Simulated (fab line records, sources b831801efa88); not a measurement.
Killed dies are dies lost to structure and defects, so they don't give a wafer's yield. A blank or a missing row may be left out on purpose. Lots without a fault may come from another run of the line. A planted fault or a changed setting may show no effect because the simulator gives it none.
One fault seen from 2 desks | flow sky130 | each desk has only its own numbers; what lay behind them comes last

THE TOOL OWNER'S DESK: pvd_sputter-02
The tool's own readings at SKY_LOCAL_INTERCONNECT_SPUTTER_00 (material TiN, target thk 100 nm, time 83.3 s): means of the sampled wafers that have a number, for each lot that ran on this tool. A lot is out of limits, marked OUT, if its mean lies more than 4 standard deviations from the usual mean; the brackets give that distance.
Columns: A = throttle_valve_pct at SKY_LOCAL_INTERCONNECT_SPUTTER_00, usual 29.8 %
lot  | first seen here | A
L347 | day 32 05:04    | 30.2
L348 | day 32 16:20    | 30.7
L350 | day 33 12:19    | 30.7
L359 | day 35 07:07    | 29.4
L362 | day 36 02:56    | 29.5
This desk's finding: nothing out of limits on any of the 5 lots.

THE METROLOGY DESK
What the gauges read, lot by lot, whatever tool the lot ran on: means of the sampled wafers that have a number. A lot is out of limits, marked OUT, if its mean lies more than 4 standard deviations from the usual mean; the brackets give that distance. Of its 10 readings 7 are shown: those that lie furthest out on some lot.
Columns: A = LI_CONTACT_OVL at SKY_LI_CONTACT_OVL_MEAS_13, usual -6 nm; B = LI_CONTACT_W_RS at SKY_LI_CONTACT_RS_MEAS_22, usual 0.285 ohm/sq; C = LI_CONTACT_W_THK at SKY_LI_CONTACT_THK_MEAS_23, usual 387 nm; D = LOCAL_INTERCONNECT_TIN_RS at SKY_LOCAL_INTERCONNECT_RS_MEAS_01, usual 14.11 ohm/sq; E = LOCAL_INTERCONNECT_TIN_THK at SKY_LOCAL_INTERCONNECT_THK_MEAS_02, usual 98.1 nm; F = LOCAL_INTERCONNECT_OVL at SKY_LOCAL_INTERCONNECT_OVL_MEAS_12, usual -2 nm; G = CONTACT_HDPCVD_THK at SKY_CONTACT_THK_MEAS_03, usual 566 nm
lot  | first seen here | A   | B     | C   | D     | E     | F   | G
L347 | day 32 03:53    | -6  | 0.293 | 374 | 14.13 | 97.7  | 1   | 558
L348 | day 32 14:58    | 5   | 0.282 | 394 | 13.85 | 100.3 | -11 | 570
L350 | day 33 11:06    | -8  | 0.283 | 395 | 14.03 | 98.1  | -5  | 566
L351 | day 33 12:53    | -11 | 0.288 | 383 | 14.16 | 97.8  | 1   | 570
L359 | day 35 05:55    | -4  | 0.283 | 390 | 14.04 | 98.5  | -0  | 560
L362 | day 36 01:44    | -8  | 0.285 | 385 | 14.08 | 98.5  | -9  | 563
This desk's finding: nothing out of limits on any of the 6 lots.

PUT TOGETHER
The tool owner's desk saw nothing out of limits.
The metrology desk saw nothing out of limits.

WHAT THE SIMULATOR HAD PUT IN
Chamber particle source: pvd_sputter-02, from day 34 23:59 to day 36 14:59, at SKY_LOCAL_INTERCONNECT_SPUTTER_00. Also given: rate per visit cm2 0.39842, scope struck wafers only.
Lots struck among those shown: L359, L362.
